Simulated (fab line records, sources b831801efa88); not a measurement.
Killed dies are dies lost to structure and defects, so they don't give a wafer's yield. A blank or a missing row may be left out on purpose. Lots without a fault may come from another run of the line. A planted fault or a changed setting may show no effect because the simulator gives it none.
fab line records | flow sky130
record lots=7 wafers=21 last_day=50
route steps=708 shown LDD_HVN@274 LDD_HVP@278 LDD_LDN@289 PAD_OPEN@708
lots that met no fault: from a run of the same line without faults
start_h: hours from the record's first day to the start of the lot's first wafer shown | wait_h: hours since the lot's step before | " the same as in the row above | L1.1+2: a row that stands for several wafers | - no value, or no start given | * or withheld: withheld | < > ~ a bound
route shown NAME@n: a module of which the file shows steps, and the number in the route of the first | usual: mean/standard deviation of fault-free wafers | same: alike in all rows | chamber/n: place in a boat | sites: the reading at each site | _std_site: their standard deviation | _edge_site: outer sites' mean less inner sites' | radius_mm: how far each site lies from the wafer's centre | mask NAME#n: copy n | behind: the tool/chamber that last shaped the wafer | hold: why the lot was held/for how many hours/how that ended | device: the transistor (n, p or np) that didn't switch | end of line: the same wafers' tests at the end of the route | a step without rows: its recipe alone | killed: dies lost to structure and defects at the first sort, not the wafer's yield | map: a wafer's dies, x killed, . not, _ none there
set.NAME: the setting as run; set.NAME@STEP: as run at that earlier step | model.NAME: the simulator's own value behind a step, which no gauge read
lots at some steps of the route; a table a step, a row a wafer
services: from which hour (start_h, from the record's first day; less than 0 if before it) a tool's chamber was out of use, for how many hours, and why
## steps
# step SKY_LDD_HVN_OVL_MEAS_07
# usual LDD_HVN_OVL=-1.2/1.5
# columns lot.wafer tool chamber start_h wait_h LDD_HVN_OVL[nm]
L897.2 overlay-02 - 486.48 0.1 -0.8
L897.4 " - " " -0.4
L897.5 " - " " -1.8
L903.3 overlay-01 - 540.25 0.1 -1.0
L903.5 " - " " -0.9
L903.6 " - " " -1.3
L905.1 overlay-02 - 564.54 0.1 -0.2
L905.2 " - " " -1.9
L905.6 " - " " 0.1
L906.2 overlay-01 - 566.98 0.1 -0.6
L906.5 " - " " -2.7
L906.6 " - " " -2.0
L907.1 overlay-02 - 576.17 0.1 -1.6
L907.2 " - " " -0.3
L907.3 " - " " 0.7
L915.3 overlay-01 - 635.73 0.1 -1.0
L915.5 " - " " 0.5
L915.6 " - " " -1.3
L917.1 overlay-02 - 651.49 0.1 -0.7
L917.3 " - " " -2.4
L917.5 " - " " -1.3
# step SKY_LDD_HVN_IMPLANT_08
# recipe species=P energy_kev=60 dose_cm2=3e+13 tilt_deg=40
# step SKY_LDD_HVN_STRIP_09
# recipe chemistry=O2/N2 power_w=1400 pressure_mtorr=1500 platen_temp_c=withheld o2_flow_sccm=3000 n2_flow_sccm=300 overash_fraction=0.5
# usual drypump_motor_current_A=5.5/0.4 oes_product_au=0.409/0.0041 strip_time_to_endpoint_s=4.136/0.014
# columns lot.wafer tool chamber start_h wait_h drypump_motor_current_A oes_product_au rf_hours_counter_h strip_time_to_endpoint_s
L897.2 plasma_asher-02 1 486.66 0.1 5.3 0.408 37 4.128
L897.4 " 1 " " 5.3 0.412 - 4.121
L897.5 " 1 " " 5.3 0.410 - 4.110
L903.3 plasma_asher-03 0 540.46 0.1 5.1 0.410 - 4.126
L903.5 " 1 " " 5.9 0.411 - 4.142
L903.6 " 0 " " 5.0 0.408 - 4.143
L905.1 plasma_asher-03 1 564.72 0.1 5.9 0.402 76 4.143
L905.2 " 0 " " 5.1 0.403 76 4.120
L905.6 " 0 " " 5.1 0.409 - 4.138
L906.2 plasma_asher-04 0 567.16 0.1 6.0 0.409 86 4.157
L906.5 " 0 " " 6.0 0.408 - 4.114
L906.6 " 1 " " 5.0 0.407 - 4.133
L907.1 plasma_asher-03 0 576.35 0.1 5.1 0.409 77 4.114
L907.2 " 1 " " 5.9 0.408 77 4.127
L907.3 " 1 " " 5.9 0.402 - 4.126
L915.3 plasma_asher-03 0 635.94 0.1 5.0 0.408 - 4.145
L915.5 " 1 " " 5.9 0.403 - 4.138
L915.6 " 0 " " 5.0 0.411 - 4.150
L917.1 plasma_asher-03 1 651.67 0.1 5.9 0.404 86 4.149
L917.3 " 1 " " 5.9 0.407 - 4.124
L917.5 " 0 " " 5.1 0.406 - 4.141
# step SKY_LDD_HVN_TW_MEAS_10
# usual LDD_HVN_TW=1433/19
# columns lot.wafer tool chamber start_h wait_h LDD_HVN_TW
L897.2 film_metro-02 - 486.77 0.1 1417
L897.4 " - " " 1411
L897.5 " - " " 1410
L903.3 film_metro-04 - 540.54 0.1 1454
L903.5 " - " " 1452
L903.6 " - " " 1454
L905.1 film_metro-04 - 564.82 0.1 1457
L905.2 " - " " 1456
L905.6 " - " " 1456
L906.2 film_metro-04 - 567.27 0.1 1453
L906.5 " - " " 1467
L906.6 " - " " 1459
L907.1 film_metro-02 - 576.45 0.1 1419
L907.2 " - " " 1419
L907.3 " - " " 1414
L915.3 film_metro-04 - 636.07 0.1 1464
L915.5 " - " " 1463
L915.6 " - " " 1457
L917.1 film_metro-01 - 651.77 0.1 1432
L917.3 " - " " 1435
L917.5 " - " " 1436
# step SKY_LDD_HVP_DEHYDRATE_00
# recipe temp_c=200 time_s=60
# step SKY_LDD_HVP_HMDS_01
# recipe prime_time_s=60 prime_temp_c=120
# step SKY_LDD_HVP_COAT_02
# recipe resist=NOVOLAK spin_rpm=3000 resist_thk_nm=300
# step SKY_LDD_HVP_SOFTBAKE_03
# recipe temp_c=90 time_s=60 resist=NOVOLAK
# step SKY_LDD_HVP_EXPOSE_04
# recipe mask_id=HVPTM na=0.6 source_shape=conventional sigma_outer=0.6 polarization=unpolarized target_cd_nm=700 dose_mj=86
# step SKY_LDD_HVP_PEB_05
# recipe temp_c=withheld time_s=* resist=NOVOLAK
# step SKY_LDD_HVP_DEVELOP_06
# recipe resist=NOVOLAK developer=TMAH develop_time_s=60 dev_temp_c=23
# step SKY_LDD_HVP_OVL_MEAS_07
# usual LDD_HVP_OVL=0.6/1.3
# columns lot.wafer tool chamber start_h wait_h LDD_HVP_OVL[nm]
L897.2 overlay-02 - 517.66 0.1 0.6
L897.4 " - " " 0.8
L897.5 " - " " 1.6
L903.3 overlay-01 - 569.61 0.1 -1.2
L903.5 " - " " -1.7
L903.6 " - " " -0.9
L905.1 overlay-01 - 594.19 0.1 1.8
L905.2 " - " " 1.8
L905.6 " - " " 0.3
L906.2 overlay-01 - 595.91 0.1 -0.8
L906.5 " - " " 0.6
L906.6 " - " " -1.0
L907.1 overlay-01 - 605.10 0.1 0.8
L907.2 " - " " 0.0
L907.3 " - " " -1.1
L915.3 overlay-01 - 663.80 0.1 1.3
L915.5 " - " " -0.3
L915.6 " - " " -0.2
L917.1 overlay-02 - 679.44 0.1 0.4
L917.3 " - " " 2.3
L917.5 " - " " 2.0
# step SKY_LDD_HVP_IMPLANT_08
# recipe species=B energy_kev=19.78 dose_cm2=1.7e+13 tilt_deg=17.9
# usual tilt_deg=17.901/0.021
# columns lot.wafer tool chamber start_h wait_h tilt_deg
L897.2 implanter-04 0 517.71 0.0 17.919
L897.4 " 0 " " 17.924
L897.5 " 0 " " 17.908
L903.3 implanter-02 0 569.69 0.1 17.880
L903.5 " 0 " " 17.848
L903.6 " 0 " " 17.875
L905.1 implanter-02 0 594.22 0.0 0.001
L905.2 " 0 " " 0.047
L905.6 " 0 " " -0.001
L906.2 implanter-02 0 595.96 0.0 0.038
L906.5 " 0 " " 0.014
L906.6 " 0 " " 0.003
L907.1 implanter-02 0 605.14 0.0 -0.002
L907.2 " 0 " " -0.009
L907.3 " 0 " " 0.005
L915.3 implanter-01 0 663.87 0.1 17.904
L915.5 " 0 " " 17.909
L915.6 " 0 " " 17.916
L917.1 implanter-01 0 679.47 0.0 17.883
L917.3 " 0 " " 17.905
L917.5 " 0 " " 17.916
# step SKY_LDD_HVP_STRIP_09
# recipe chemistry=O2/N2 power_w=1400 pressure_mtorr=1500 platen_temp_c=withheld o2_flow_sccm=3000 n2_flow_sccm=300 overash_fraction=0.5
# usual drypump_motor_current_A=5.53/0.26 oes_product_au=0.408/0.0048 strip_time_to_endpoint_s=4.134/0.013
# columns lot.wafer tool chamber start_h wait_h drypump_motor_current_A oes_product_au rf_hours_counter_h strip_time_to_endpoint_s
L897.2 plasma_asher-01 0 517.84 0.1 5.74 0.402 8 4.124
L897.4 " 0 " " 5.73 0.407 - 4.127
L897.5 " 0 " " 5.74 0.406 - 4.128
L903.3 plasma_asher-02 0 569.82 0.1 5.67 0.404 - 4.114
L903.5 " 0 " " 5.65 0.406 - 4.130
L903.6 " 1 " " 5.24 0.399 - 4.130
L905.1 plasma_asher-01 1 594.37 0.1 5.61 0.410 15 4.158
L905.2 " 0 " " 5.70 0.404 15 4.141
L905.6 " 1 " " 5.61 0.415 - 4.132
L906.2 plasma_asher-01 1 596.09 0.1 5.65 0.408 16 4.134
L906.5 " 0 " " 5.71 0.410 - 4.166
L906.6 " 1 " " 5.63 0.408 - 4.143
L907.1 plasma_asher-02 0 605.29 0.1 5.67 0.411 49 4.124
L907.2 " 1 " " 5.24 0.401 49 4.127
L907.3 " 1 " " 5.26 0.407 - 4.118
L915.3 plasma_asher-02 0 664.01 0.1 5.63 0.403 - 4.130
L915.5 " 1 " " 5.23 0.405 - 4.100
L915.6 " 0 " " 5.65 0.415 - 4.116
L917.1 plasma_asher-04 0 679.62 0.1 5.99 0.413 91 4.156
L917.3 " 1 " " 5.04 0.400 - 4.140
L917.5 " 1 " " 5.01 0.408 - 4.138
# step SKY_LDD_HVP_TW_MEAS_10
# usual LDD_HVP_TW=455/5.9
# columns lot.wafer tool chamber start_h wait_h LDD_HVP_TW
L897.2 film_metro-04 - 517.95 0.1 460
L897.4 " - " " 461
L897.5 " - " " 459
L903.3 film_metro-02 - 569.91 0.1 449
L903.5 " - " " 446
L903.6 " - " " 445
L905.1 film_metro-02 - 594.47 0.1 401
L905.2 " - " " 402
L905.6 " - " " 402
L906.2 film_metro-04 - 596.20 0.1 413
L906.5 " - " " 412
L906.6 " - " " 412
L907.1 film_metro-04 - 605.39 0.1 411
L907.2 " - " " 412
L907.3 " - " " 411
L915.3 film_metro-04 - 664.09 0.1 458
L915.5 " - " " 459
L915.6 " - " " 458
L917.1 film_metro-03 - 679.72 0.1 457
L917.3 " - " " 455
L917.5 " - " " 459
# step SKY_LDD_LDN_DEHYDRATE_00
# recipe temp_c=200 time_s=60
# step SKY_PAD_OPEN_PROBE_99
# usual killed_at_M0_to_M3=45/7.1 killed_at_M4_up=3.0/1.8 killed_at_contacts=24/5.4 killed_at_front_end=16/4.9 killed_at_other=0.3/0.63 killed_dies=88/11 killed_on_rim=17/3.4 killed_open=47/7.4 killed_short=40/7
# same gross_dies=492 killed_at_back_side=0
# columns lot.wafer tool chamber start_h wait_h killed_at_M0_to_M3 killed_at_M4_up killed_at_contacts killed_at_front_end killed_at_other killed_dies killed_on_rim killed_open killed_short model.etest.tip_p_5v.rs_ohm_sq model.etest.pfet_g5v0d10v5.drive_ua_um
L897.2 prober-01 - 1089.73 0.1 55 2 33 12 0 102 13 54 48 2879 335.1
L897.4 prober-01 - 1089.83 0.2 43 3 24 11 0 81 14 47 33 2874 342.1
L897.5 prober-01 - 1089.88 0.2 49 1 28 11 0 89 11 40 48 2858 338.9
L903.3 prober-02 - 1125.72 0.2 48 2 15 11 1 77 19 44 33 2897 339.4
L903.5 prober-02 - 1125.82 0.2 41 1 24 11 1 78 20 32 46 2887 340.7
L903.6 prober-02 - 1125.87 0.2 56 3 22 10 0 91 13 53 38 2882 344
L905.1 prober-01 - 1140.02 0.1 53 4 40 13 1 111 23 60 51 2678 341.7
L905.2 prober-01 - 1140.07 0.1 49 0 22 29 0 100 23 55 45 2660 343.4
L905.6 prober-01 - 1140.27 0.2 49 3 20 17 0 89 15 56 33 2658 340.4
L906.2 prober-02 - 1141.89 0.1 36 2 14 19 0 71 9 29 42 2686 349.9
L906.5 prober-02 - 1142.04 0.2 51 2 26 15 0 94 14 51 43 2692 345.2
L906.6 prober-02 - 1142.09 0.2 47 1 18 22 2 90 18 46 44 2692 344.1
L907.1 prober-01 - 1150.35 0.1 47 2 22 23 1 95 18 46 49 2689 345.1
L907.2 prober-01 - 1150.40 0.1 41 4 23 16 0 84 14 50 34 2706 347.1
L907.3 prober-01 - 1150.45 0.2 46 5 23 17 0 91 20 46 44 2691 340.4
L915.3 prober-01 - 1184.79 0.2 48 3 31 8 0 90 22 46 44 2848 341.6
L915.5 prober-01 - 1184.89 0.2 37 2 20 11 1 71 16 37 34 2843 339.9
L915.6 prober-01 - 1184.94 0.2 49 2 25 10 1 87 18 46 41 2872 339.4
L917.1 prober-01 - 1194.22 0.1 41 2 23 13 0 79 18 37 42 2861 335.4
L917.3 prober-01 - 1194.32 0.2 26 3 28 17 0 74 18 38 36 2849 338.2
L917.5 prober-01 - 1194.42 0.2 51 1 22 6 1 81 16 48 33 2846 340
# killed by level:class
L897.2 CONTACT:geometric_particle:open=12 VIA1:geometric_particle:open=12 VIA2:geometric_particle:open=10 METAL1:geometric_particle:short=7 CONTACT:geometric_particle:short=6 VIA3:geometric_particle:open=6 LI_CONTACT:geometric_particle:open=5 LOCAL_INTERCONNECT:geometric_particle:short=5
L897.4 VIA1:geometric_particle:open=16 CONTACT:geometric_particle:open=9 LI_CONTACT:geometric_particle:open=5 VIA1:geometric_particle:short=5 METAL2:geometric_particle:short=5 VIA3:geometric_particle:open=5 POLY_GATE:geometric_particle:open=3 LOCAL_INTERCONNECT:geometric_particle:short=3
L897.5 VIA2:geometric_particle:open=9 METAL2:geometric_particle:short=9 VIA3:geometric_particle:open=8 LOCAL_INTERCONNECT:geometric_particle:short=7 CONTACT:geometric_particle:open=7 CONTACT:geometric_particle:short=7 VIA1:geometric_particle:open=6 METAL1:geometric_particle:short=5
L903.3 VIA1:geometric_particle:open=11 VIA3:geometric_particle:open=9 VIA2:geometric_particle:open=7 METAL2:geometric_particle:short=6 CONTACT:geometric_particle:short=5 CONTACT:geometric_particle:open=4 METAL1:geometric_particle:short=4 FIELD_ISO:geometric_particle:short=3
L903.5 METAL1:geometric_particle:short=11 CONTACT:geometric_particle:open=8 LI_CONTACT:geometric_particle:open=7 VIA1:geometric_particle:open=6 VIA1:geometric_particle:short=5 METAL2:geometric_particle:short=5 VIA3:geometric_particle:open=5 CONTACT:geometric_particle:short=4
L903.6 VIA1:geometric_particle:open=11 CONTACT:geometric_particle:open=10 LI_CONTACT:geometric_particle:open=7 VIA3:geometric_particle:open=7 METAL1:geometric_particle:short=7 METAL2:geometric_particle:short=7 VIA2:geometric_particle:open=6 CONTACT:geometric_particle:short=5
L905.1 CONTACT:geometric_particle:open=16 VIA1:geometric_particle:open=15 CONTACT:geometric_particle:short=8 VIA3:geometric_particle:open=8 LOCAL_INTERCONNECT:geometric_particle:short=7 METAL2:geometric_particle:short=6 VIA2:geometric_particle:open=6 METAL3:geometric_particle:short=6
L905.2 VIA1:geometric_particle:open=16 FIELD_ISO:geometric_particle:short=12 VIA3:geometric_particle:open=7 LI_CONTACT:geometric_particle:open=7 CONTACT:geometric_particle:open=7 FIELD_ISO:geometric_particle:open=6 POLY_GATE:geometric_particle:short=6 METAL1:geometric_particle:short=5
L905.6 VIA1:geometric_particle:open=16 CONTACT:geometric_particle:open=11 VIA3:geometric_particle:open=9 FIELD_ISO:geometric_particle:short=6 VIA2:geometric_particle:open=6 VIA1:geometric_particle:short=5 METAL2:geometric_particle:short=4 CONTACT:geometric_particle:short=3
L906.2 FIELD_ISO:geometric_particle:short=8 METAL2:geometric_particle:short=6 VIA2:geometric_particle:short=6 VIA1:geometric_particle:open=5 VIA3:geometric_particle:open=4 FIELD_ISO:geometric_particle:open=4 LI_CONTACT:geometric_particle:open=4 CONTACT:geometric_particle:open=4
L906.5 CONTACT:geometric_particle:open=13 VIA1:geometric_particle:open=10 METAL1:geometric_particle:short=8 VIA3:geometric_particle:open=7 FIELD_ISO:geometric_particle:open=6 LI_CONTACT:geometric_particle:open=5 VIA1:geometric_particle:short=5 METAL2:geometric_particle:short=5
L906.6 CONTACT:geometric_particle:open=11 VIA1:geometric_particle:open=8 METAL1:geometric_particle:short=7 METAL2:geometric_particle:short=7 VIA3:geometric_particle:open=7 POLY_GATE:geometric_particle:short=6 SPACER:geometric_particle:open=5 VIA2:geometric_particle:short=5
L907.1 METAL1:geometric_particle:short=10 POLY_GATE:geometric_particle:open=9 CONTACT:geometric_particle:open=7 CONTACT:geometric_particle:short=7 LI_CONTACT:geometric_particle:open=6 VIA2:geometric_particle:open=6 VIA1:geometric_particle:short=6 VIA1:geometric_particle:open=6
L907.2 VIA2:geometric_particle:open=10 CONTACT:geometric_particle:open=9 VIA1:geometric_particle:short=8 FIELD_ISO:geometric_particle:open=7 LI_CONTACT:geometric_particle:open=7 VIA1:geometric_particle:open=6 VIA2:geometric_particle:short=4 METAL1:geometric_particle:short=4
L907.3 VIA1:geometric_particle:open=11 CONTACT:geometric_particle:open=8 VIA2:geometric_particle:open=8 LI_CONTACT:geometric_particle:open=7 METAL1:geometric_particle:short=7 FIELD_ISO:geometric_particle:short=5 POLY_GATE:geometric_particle:short=5 METAL4:geometric_particle:short=5
L915.3 CONTACT:geometric_particle:open=13 VIA2:geometric_particle:open=8 METAL2:geometric_particle:short=7 LI_CONTACT:geometric_particle:short=6 METAL1:geometric_particle:short=6 VIA3:geometric_particle:open=6 LI_CONTACT:geometric_particle:open=5 VIA1:geometric_particle:open=5
L915.5 VIA2:geometric_particle:open=9 CONTACT:geometric_particle:open=7 VIA3:geometric_particle:open=7 CONTACT:geometric_particle:short=6 LI_CONTACT:geometric_particle:open=5 POLY_GATE:geometric_particle:short=4 METAL3:geometric_particle:short=4 METAL1:geometric_particle:short=4
L915.6 VIA2:geometric_particle:open=10 VIA3:geometric_particle:open=10 CONTACT:geometric_particle:open=8 METAL1:geometric_particle:short=7 LI_CONTACT:geometric_particle:open=6 LOCAL_INTERCONNECT:geometric_particle:short=6 METAL2:geometric_particle:short=6 VIA1:geometric_particle:open=5
L917.1 CONTACT:geometric_particle:short=11 VIA2:geometric_particle:open=10 CONTACT:geometric_particle:open=8 METAL2:geometric_particle:short=6 VIA1:geometric_particle:open=5 FIELD_ISO:geometric_particle:short=4 VIA2:geometric_particle:short=4 VIA3:geometric_particle:short=4
L917.3 LI_CONTACT:geometric_particle:open=8 CONTACT:geometric_particle:short=7 FIELD_ISO:geometric_particle:short=6 VIA1:geometric_particle:open=6 VIA3:geometric_particle:open=6 LOCAL_INTERCONNECT:geometric_particle:short=5 CONTACT:geometric_particle:open=5 FIELD_ISO:geometric_particle:open=4
L917.5 CONTACT:geometric_particle:open=11 VIA3:geometric_particle:open=11 VIA1:geometric_particle:open=8 METAL2:geometric_particle:short=7 VIA2:geometric_particle:open=6 LI_CONTACT:geometric_particle:open=5 VIA2:geometric_particle:short=5 CONTACT:geometric_particle:short=4
## services
# columns tool chamber start_h hours kind
plasma_asher-04 - 498.36 2.9 repair
implanter-02 - 509.51 17.8 repair
plasma_asher-02 - 510.40 1.7 repair
implanter-02 - 521.02 0.5 repair
plasma_asher-03 - 529.49 5.5 repair
plasma_asher-02 - 540.37 0.8 repair
plasma_asher-03 - 565.76 0.9 repair
implanter-04 - 567.78 2.3 repair
implanter-02 - 570.46 9.5 repair
implanter-02 - 584.73 2.3 repair
implanter-02 - 586.08 1.6 repair
plasma_asher-04 - 590.36 14.9 pm
plasma_asher-02 - 611.40 4.5 repair
implanter-02 - 616.53 2.0 repair
implanter-04 - 621.66 0.9 repair
implanter-02 - 622.51 4.4 pm
implanter-01 - 626.47 6.1 pm
plasma_asher-04 - 627.14 42.1 repair
implanter-01 - 636.82 1.4 repair
plasma_asher-03 - 647.15 2.8 pm
plasma_asher-01 - 663.76 3.3 repair
plasma_asher-04 - 667.01 6.2 repair
implanter-04 - 673.07 17.7 repair
## key
first_sign step=SKY_LDD_HVP_IMPLANT_08 reading=tilt_deg direction=down sigmas=99+ usual=* struck=*
effect step=SKY_LDD_HVP_TW_MEAS_10 reading=LDD_HVP_TW direction=down sigmas=7.9 usual=455 struck=408
model_effect step=SKY_PAD_OPEN_PROBE_99 value=etest.tip_p_5v.rs_ohm_sq without=2861 struck=2683
met_at SKY_LDD_HVP_IMPLANT_08
struck_wafers L905.1,L905.2,L905.6,L906.2,L906.5,L906.6,L907.1,L907.2,L907.3
tester_left_out L905,L906,L907
onset_between 569.69 594.22
fault kind=process_parameter_drift tool=implanter-02 chamber=- onset_h=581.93 steps=SKY_LDD_HVP_IMPLANT_08 channel=tilt_deg offset=* shape=step end_h=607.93 acts_in=* stated=*
# tester_left_out: of these lots the tester's yield and bins aren't shown, on N5 and GAA mostly nor the transistor test; their killed dies are dies lost to structure and defects alone, not to doping, threshold or leakage, so they don't give the yield
